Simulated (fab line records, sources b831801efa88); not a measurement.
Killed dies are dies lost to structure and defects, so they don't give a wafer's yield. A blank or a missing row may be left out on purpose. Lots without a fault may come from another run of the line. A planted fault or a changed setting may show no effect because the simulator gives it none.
Which tool did it? | flow sky130 | 24 lots, 72 wafers sampled, at 6 steps of a route of 708

WHAT THE GAUGES READ, wafer by wafer
SKY_CAPM_THK_MEAS_04: measures by xrf. Usual: CAPM_TIN_THK 201 nm, standard deviation 3.8.
lot  | measured     | on            | CAPM_TIN_THK (nm) | flag
L075 | day 36 21:09 | film_metro-03 | 197 197 203       |
L074 | day 37 02:54 | film_metro-01 | 198 198 203       |
L076 | day 37 22:10 | film_metro-04 | 204 202 204       |
L077 | day 37 22:49 | film_metro-04 | 197 197 199       |
L079 | day 38 02:26 | film_metro-04 | 204 204 206       |
L078 | day 38 11:58 | film_metro-04 | 202 201 206       |
L084 | day 40 07:08 | film_metro-01 | 199 197 192       |
L082 | day 40 10:52 | film_metro-01 | 204 205 205       |
L081 | day 40 13:43 | film_metro-04 | 205 206 205       |
L085 | day 40 16:31 | film_metro-01 | 197 197 200       |
L087 | day 40 17:28 | film_metro-04 | 198 204 202       |
L080 | day 40 17:56 | film_metro-03 | 203 198 202       |
L086 | day 40 19:05 | film_metro-03 | 203 197 201       |
L088 | day 40 20:01 | film_metro-04 | 197 201 202       |
L083 | day 40 21:02 | film_metro-04 | 201 200 199       |
L089 | day 40 21:47 | film_metro-01 | 199 202 197       |
L090 | day 41 02:25 | film_metro-01 | 195 199 195       |
L091 | day 41 20:49 | film_metro-04 | 204 198 204       |
L092 | day 42 00:26 | film_metro-03 | 196 202 201       |
L093 | day 42 01:03 | film_metro-01 | 197 203 203       |
L094 | day 42 01:25 | film_metro-04 | 204 202 203       |
L095 | day 42 08:19 | film_metro-04 | 204 202 207       |
L096 | day 42 20:22 | film_metro-04 | 195 196 199       |
L097 | day 43 01:04 | film_metro-04 | 208 207 207       |

SKY_CAP2M_RS_MEAS_03: measures by four-point-probe. Usual: CAP2M_TIN_RS 6.87 ohm/sq, standard deviation 0.1.
lot  | measured     | on            | CAP2M_TIN_RS (ohm/sq) | flag
L075 | day 40 05:13 | film_metro-02 | 6.84 6.91 6.85        |
L074 | day 40 08:21 | film_metro-02 | 6.94 6.88 6.92        |
L076 | day 41 03:17 | film_metro-04 | 6.83 6.80 6.82        |
L077 | day 41 03:56 | film_metro-02 | 6.87 7.10 6.90        |
L079 | day 41 06:36 | film_metro-04 | 7.01 7.12 7.05        |
L078 | day 41 16:01 | film_metro-01 | 6.72 6.75 6.72        |
L084 | day 43 11:13 | film_metro-02 | 7.07 7.03 7.00        |
L082 | day 43 13:56 | film_metro-02 | 6.91 6.98 6.99        |
L081 | day 43 18:43 | film_metro-02 | 6.75 6.92 6.80        |
L085 | day 43 19:59 | film_metro-04 | 6.90 6.87 6.88        |
L087 | day 43 21:32 | film_metro-01 | 6.84 6.89 7.07        |
L080 | day 43 21:49 | film_metro-04 | 6.94 6.93 6.84        |
L086 | day 43 23:26 | film_metro-01 | 6.87 6.92 6.93        |
L088 | day 44 00:01 | film_metro-01 | 6.84 6.77 7.01        |
L083 | day 44 00:08 | film_metro-04 | 6.82 6.77 6.78        |
L089 | day 44 01:50 | film_metro-01 | 6.86 6.96 6.84        |
L090 | day 44 06:02 | film_metro-01 | 6.85 6.79 6.81        |
L091 | day 44 21:29 | film_metro-01 | 6.80 6.67 6.67        |
L092 | day 45 02:11 | film_metro-04 | 6.78 6.77 6.84        |
L093 | day 45 02:32 | film_metro-04 | 6.86 6.78 6.83        |
L094 | day 45 02:36 | film_metro-01 | 6.91 6.89 6.85        |
L095 | day 45 08:46 | film_metro-04 | 6.91 6.91 6.85        |
L096 | day 45 19:03 | film_metro-01 | 6.91 6.92 6.97        |
L097 | day 46 00:09 | film_metro-04 | 6.77 6.72 6.85        |

WHICH TOOL RAN EACH LOT (tool, then ch and the chambers of the sampled wafers, then the start)
lot  | SKY_VIA2_CMP_02               | SKY_VIA2_ETCH_14                   | SKY_METAL3_SPUTTER_01        | SKY_VIA3_CMP_02
L075 | cmp-01 ch 0,1,3, day 35 17:10 | rie_diel-04 ch 0,3, day 36 19:13   | pvd_sputter-04, day 36 20:43 | cmp-01 ch 1,2, day 39 01:58
L074 | cmp-01 ch 0,1,2, day 35 23:06 | rie_diel-02 ch 1,2,3, day 37 01:03 | pvd_sputter-01, day 37 02:27 | cmp-01 ch 0,1,3, day 39 06:06
L076 | cmp-01 ch 1,2,3, day 36 17:48 | rie_diel-03 ch 0,3, day 37 20:18   | pvd_sputter-01, day 37 21:43 | cmp-02 ch 0,2,3, day 40 01:01
L077 | cmp-02 ch 0,1,3, day 36 18:26 | rie_diel-02 ch 0,1,3, day 37 20:57 | pvd_sputter-04, day 37 22:22 | cmp-01 ch 1,2,3, day 40 01:32
L079 | cmp-02 ch 2,3, day 36 22:43   | rie_diel-03 ch 1,2, day 38 00:36   | pvd_sputter-01, day 38 01:59 | cmp-02 ch 1,2,3, day 40 05:32
L078 | cmp-02 ch 1,2,3, day 37 08:10 | rie_diel-02 ch 0,3, day 38 10:07   | pvd_sputter-02, day 38 11:30 | cmp-01 ch 1,2, day 40 14:02
L084 | cmp-02 ch 0,1,2, day 39 05:12 | rie_diel-04 ch 1,2,3, day 40 05:16 | pvd_sputter-01, day 40 06:41 | cmp-02 ch 0,1,3, day 42 08:45
L082 | cmp-02 ch 0,1,3, day 39 09:04 | rie_diel-04 ch 0,1,2, day 40 09:00 | pvd_sputter-04, day 40 10:23 | cmp-01 ch 1,3, day 42 12:49
L081 | cmp-02 ch 0,1,2, day 39 11:01 | rie_diel-03 ch 0,2,3, day 40 11:49 | pvd_sputter-01, day 40 13:15 | cmp-01 ch 0,1, day 42 16:11
L085 | cmp-02 ch 1,2,3, day 39 13:45 | rie_diel-03 ch 0,1, day 40 14:39   | pvd_sputter-02, day 40 16:02 | cmp-01 ch 1,2,3, day 42 17:48
L087 | cmp-02 ch 1,2, day 39 14:17   | rie_diel-04 ch 0,1, day 40 15:36   | pvd_sputter-01, day 40 17:01 | cmp-02 ch 0,1,2, day 42 19:18
L080 | cmp-02 ch 0,2,3, day 39 15:24 | rie_diel-02 ch 1,2,3, day 40 16:04 | pvd_sputter-02, day 40 17:28 | cmp-01 ch 0,3, day 42 19:20
L086 | cmp-02 ch 0,1,2, day 39 16:59 | rie_diel-02 ch 0,2,3, day 40 17:14 | pvd_sputter-04, day 40 18:38 | cmp-01 ch 2,3, day 42 21:05
L088 | cmp-01 ch 0,2,3, day 39 17:58 | rie_diel-03 ch 0,1,2, day 40 18:11 | pvd_sputter-04, day 40 19:35 | cmp-02 ch 0,1,2, day 42 21:11
L083 | cmp-01 ch 0,1,3, day 39 18:40 | rie_diel-03 ch 0,2,3, day 40 19:11 | pvd_sputter-04, day 40 20:35 | cmp-02 ch 0,1, day 42 21:41
L089 | cmp-02 ch 0,3, day 39 18:55   | rie_diel-04 ch 0,2,3, day 40 19:39 | pvd_sputter-02, day 40 21:21 | cmp-01 ch 0,1, day 42 23:39
L090 | cmp-02 ch 2,3, day 40 00:32   | rie_diel-02 ch 0,1,3, day 41 00:32 | pvd_sputter-01, day 41 01:58 | cmp-02 ch 0,2, day 43 04:16
L091 | cmp-02 ch 0,1,3, day 40 18:33 | rie_diel-03 ch 0,1, day 41 18:37   | pvd_sputter-02, day 41 20:22 | cmp-01 ch 0,1,3, day 43 22:14
L092 | cmp-02 ch 0,1, day 40 22:06   | rie_diel-04 ch 0,2, day 41 22:37   | pvd_sputter-02, day 42 00:00 | cmp-01 ch 0,1, day 44 01:52
L093 | cmp-02 ch 0,1,3, day 40 22:49 | rie_diel-04 ch 0,1,3, day 41 23:12 | pvd_sputter-02, day 42 00:36 | cmp-02 ch 0,1,2, day 44 02:01
L094 | cmp-01 ch 0,1,3, day 40 23:32 | rie_diel-03 ch 2,3, day 41 23:33   | pvd_sputter-04, day 42 00:57 | cmp-01 ch 1,2,3, day 44 02:52
L095 | cmp-01 ch 0,1,3, day 41 06:49 | rie_diel-04 ch 1,2, day 42 06:27   | pvd_sputter-01, day 42 07:53 | cmp-01 ch 0,1,3, day 44 08:20
L096 | cmp-02 ch 0,1, day 41 18:01   | rie_diel-03 ch 2,3, day 42 18:27   | pvd_sputter-02, day 42 19:50 | cmp-02 ch 0,1,3, day 44 19:23
L097 | cmp-02 ch 0,2,3, day 41 22:28 | rie_diel-03 ch 2,3, day 42 23:13   | pvd_sputter-04, day 43 00:36 | cmp-02 ch 1,2,3, day 45 01:02
- SKY_VIA2_CMP_02: polishes SiO2.
- SKY_VIA2_ETCH_14: etches BARC in N2/H2, stops on SiO2, time 45.9 s, target depth 60 nm.
- SKY_METAL3_SPUTTER_01: material TiN, target thk 20 nm, time 16.7 s.
- SKY_VIA3_CMP_02: polishes SiO2.

WHAT THE TOOLS THEMSELVES READ (means of the sampled wafers that have a number; where no wafer has one, the mark that the record gives instead)
SKY_VIA2_CMP_02. Usual: motor_current_A 11.5 A, standard deviation 1.2.
lot  | tool   | motor_current_A (A) | flag
L075 | cmp-01 | 11.3                |
L074 | cmp-01 | 12.0                |
L076 | cmp-01 | 11.9                |
L077 | cmp-02 | 10.9                |
L079 | cmp-02 | 11.6                |
L078 | cmp-02 | 11.4                |
L084 | cmp-02 | 12.1                |
L082 | cmp-02 | 11.2                |
L081 | cmp-02 | 11.7                |
L085 | cmp-02 | 11.6                |
L087 | cmp-02 | 12.2                |
L080 | cmp-02 | 10.7                |
L086 | cmp-02 | 11.8                |
L088 | cmp-01 | 12.0                |
L083 | cmp-01 | 11.6                |
L089 | cmp-02 | 10.0                |
L090 | cmp-02 | 10.5                |
L091 | cmp-02 | 10.8                |
L092 | cmp-02 | 12.1                |
L093 | cmp-02 | 10.8                |
L094 | cmp-01 | 11.6                |
L095 | cmp-01 | 11.2                |
L096 | cmp-02 | 11.2                |
L097 | cmp-02 | 10.7                |

SKY_VIA2_ETCH_14. Usual: drypump_motor_current_A 5.8 A, standard deviation 0.51; oes_product_au 0.855 a.u., standard deviation 0.0051; throttle_valve_pct 13.225 %, standard deviation 0.008.
lot  | tool        | drypump_motor_current_A (A) | oes_product_au (a.u.) | throttle_valve_pct (%) | flag
L075 | rie_diel-04 | 5.2                         | 0.856                 | 13.237                 |
L074 | rie_diel-02 | 5.8                         | 0.856                 | 13.228                 |
L076 | rie_diel-03 | 6.1                         | 0.852                 | 13.219                 |
L077 | rie_diel-02 | 5.7                         | 0.850                 | 13.229                 |
L079 | rie_diel-03 | 5.4                         | 0.855                 | 13.222                 |
L078 | rie_diel-02 | 5.8                         | 0.857                 | 13.221                 |
L084 | rie_diel-04 | 6.1                         | 0.856                 | 13.220                 |
L082 | rie_diel-04 | 5.6                         | 0.860                 | 13.229                 |
L081 | rie_diel-03 | 6.1                         | 0.855                 | 13.226                 |
L085 | rie_diel-03 | 5.5                         | 0.858                 | 13.228                 |
L087 | rie_diel-04 | 5.9                         | 0.855                 | 13.221                 |
L080 | rie_diel-02 | 5.8                         | 0.849                 | 13.219                 |
L086 | rie_diel-02 | 5.9                         | 0.855                 | 13.223                 |
L088 | rie_diel-03 | 5.8                         | 0.851                 | 13.219                 |
L083 | rie_diel-03 | 6.1                         | 0.856                 | 13.219                 |
L089 | rie_diel-04 | 5.5                         | 0.852                 | 13.220                 |
L090 | rie_diel-02 | 5.8                         | 0.856                 | 13.225                 |
L091 | rie_diel-03 | 5.8                         | 0.857                 | 13.227                 |
L092 | rie_diel-04 | 5.3                         | 0.858                 | 13.222                 |
L093 | rie_diel-04 | 5.8                         | 0.853                 | 13.217                 |
L094 | rie_diel-03 | 6.0                         | 0.851                 | 13.221                 |
L095 | rie_diel-04 | 6.2                         | 0.857                 | 13.230                 |
L096 | rie_diel-03 | 6.1                         | 0.860                 | 13.222                 |
L097 | rie_diel-03 | 6.1                         | 0.853                 | 13.216                 |

SKY_METAL3_SPUTTER_01. Usual: chamber_pressure_pa 0.3999 Pa, standard deviation 0.00072; throttle_valve_pct 29.3 %, standard deviation 0.76.
lot  | tool           | chamber_pressure_pa (Pa) | throttle_valve_pct (%) | flag
L075 | pvd_sputter-04 | 0.3997                   | 29.5                   |
L074 | pvd_sputter-01 | 0.3990                   | 29.0                   |
L076 | pvd_sputter-01 | 0.3997                   | 28.6                   |
L077 | pvd_sputter-04 | 0.3997                   | 29.5                   |
L079 | pvd_sputter-01 | 0.4003                   | 29.0                   |
L078 | pvd_sputter-02 | 0.3995                   | 29.2                   |
L084 | pvd_sputter-01 | 0.4001                   | 28.7                   |
L082 | pvd_sputter-04 | 0.4000                   | 30.0                   |
L081 | pvd_sputter-01 | 0.4006                   | 28.6                   |
L085 | pvd_sputter-02 | 0.3997                   | 29.8                   |
L087 | pvd_sputter-01 | 0.3999                   | 29.1                   |
L080 | pvd_sputter-02 | 0.4000                   | 29.3                   |
L086 | pvd_sputter-04 | 0.3990                   | 28.8                   |
L088 | pvd_sputter-04 | 0.3997                   | 29.9                   |
L083 | pvd_sputter-04 | 0.3999                   | 30.0                   |
L089 | pvd_sputter-02 | 0.4004                   | 29.4                   |
L090 | pvd_sputter-01 | 0.3996                   | 29.2                   |
L091 | pvd_sputter-02 | 0.4002                   | 29.3                   |
L092 | pvd_sputter-02 | 0.3994                   | 29.8                   |
L093 | pvd_sputter-02 | 0.3995                   | 29.7                   |
L094 | pvd_sputter-04 | 0.3997                   | 28.7                   |
L095 | pvd_sputter-01 | 0.4002                   | 28.7                   |
L096 | pvd_sputter-02 | 0.3994                   | 29.8                   |
L097 | pvd_sputter-04 | 0.4001                   | 29.0                   |

SKY_VIA3_CMP_02. Usual: motor_current_A 11.5 A, standard deviation 1.
lot  | tool   | motor_current_A (A) | flag
L075 | cmp-01 | 12.3                |
L074 | cmp-01 | 11.4                |
L076 | cmp-02 | 10.7                |
L077 | cmp-01 | 11.7                |
L079 | cmp-02 | 11.6                |
L078 | cmp-01 | 12.4                |
L084 | cmp-02 | 10.9                |
L082 | cmp-01 | 11.5                |
L081 | cmp-01 | 11.4                |
L085 | cmp-01 | 11.9                |
L087 | cmp-02 | 11.8                |
L080 | cmp-01 | 11.0                |
L086 | cmp-01 | 12.0                |
L088 | cmp-02 | 12.1                |
L083 | cmp-02 | 12.1                |
L089 | cmp-01 | 11.8                |
L090 | cmp-02 | 11.1                |
L091 | cmp-01 | 11.4                |
L092 | cmp-01 | 12.1                |
L093 | cmp-02 | 12.1                |
L094 | cmp-01 | 11.6                |
L095 | cmp-01 | 11.6                |
L096 | cmp-02 | 11.0                |
L097 | cmp-02 | 11.2                |

THE ANSWER, worked out from the rows above alone
Rule: a lot is off if the mean of its wafers that have a number lies more than 3 standard deviations from the usual mean. A lot without any number at a reading at which 4 lots or more have one is off too. The other lots that the step has rows for count as sound. The gauges are gone through in route order, then the tools' own readings, and for those a lot's mean is taken as printed above. The first step at which some lot is off is used, and at that step the reading that is off furthest; a lot without a number counts as furthest.
No lot is off at any reading shown: from this, nothing can be told.

WHAT THE SIMULATOR HAD PUT IN
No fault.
